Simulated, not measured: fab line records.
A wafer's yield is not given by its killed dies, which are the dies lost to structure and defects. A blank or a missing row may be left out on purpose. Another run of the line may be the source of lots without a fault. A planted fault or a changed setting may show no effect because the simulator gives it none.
Matching of chambers :: flow sky130 :: SKY_METAL3_ETCH_17 on rie diel-01: 4 sister chambers
The step etches SiO2 in C4F8/O2/Ar, stops on TiN, time 3.9 s, target depth 15 nm. 8 wafers are shown with their chamber, then 8 later ones without.

WAFERS WITH THEIR CHAMBER
wafer: L078.5
chamber: 0
oes product au (a.u.): 0.774

wafer: L077.2
chamber: 3
oes product au (a.u.): 0.751

wafer: L080.1
chamber: 3
oes product au (a.u.): 0.762

wafer: L080.6
chamber: 1
oes product au (a.u.): 0.768

wafer: L083.4
chamber: 2
oes product au (a.u.): 0.757

wafer: L083.5
chamber: 1
oes product au (a.u.): 0.748

wafer: L083.6
chamber: 2
oes product au (a.u.): 0.745

wafer: L084.3
chamber: 0
oes product au (a.u.): 0.765

WAFERS MISSING THEIR CHAMBER
wafer: L084.4
oes product au (a.u.): 0.751

wafer: L084.5
oes product au (a.u.): 0.751

wafer: L089.1
oes product au (a.u.): 0.749

wafer: L089.4
oes product au (a.u.): 0.764

wafer: L089.5
oes product au (a.u.): 0.758

wafer: L097.1
oes product au (a.u.): 0.743

wafer: L097.4
oes product au (a.u.): 0.727

wafer: L097.6
oes product au (a.u.): 0.746

CHAMBER TAKEN BY EACH
wafer: L084.4
from the rows above: can't be placed: 2 or 3 or 1 or 0
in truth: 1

wafer: L084.5
from the rows above: can't be placed: 2 or 3 or 1 or 0
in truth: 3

wafer: L089.1
from the rows above: can't be placed: 2 or 3 or 1 or 0
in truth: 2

wafer: L089.4
from the rows above: can't be placed: 0 or 1 or 3 or 2
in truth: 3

wafer: L089.5
from the rows above: can't be placed: 1 or 3 or 2 or 0
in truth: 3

wafer: L097.1
from the rows above: can't be placed: 2 or 3 or 1 or 0
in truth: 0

wafer: L097.4
from the rows above: can't be placed: 2 or 3 or 1 or 0
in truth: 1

wafer: L097.6
from the rows above: can't be placed: 2 or 3 or 1 or 0
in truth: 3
Correct placement for 0 of the 8. These rows do not allow placing 8 (true chamber among the candidates in 8). Placed wrongly: 0.
How it was worked out, from the rows above alone: a wafer's distance from a chamber is the root of the sum, over the readings, of the square of ((its reading less the chamber's mean) divided by the reading's scatter). If the next closest chamber is less than 2 further off than the closest, the wafer can't be placed; otherwise it belongs to the closest. Each chamber's mean is taken over the wafers shown for it. The scatter is the square root of a quotient: the sum, over the shown wafers, of each reading's squared deviation from its chamber's mean, divided by wafers minus chambers.
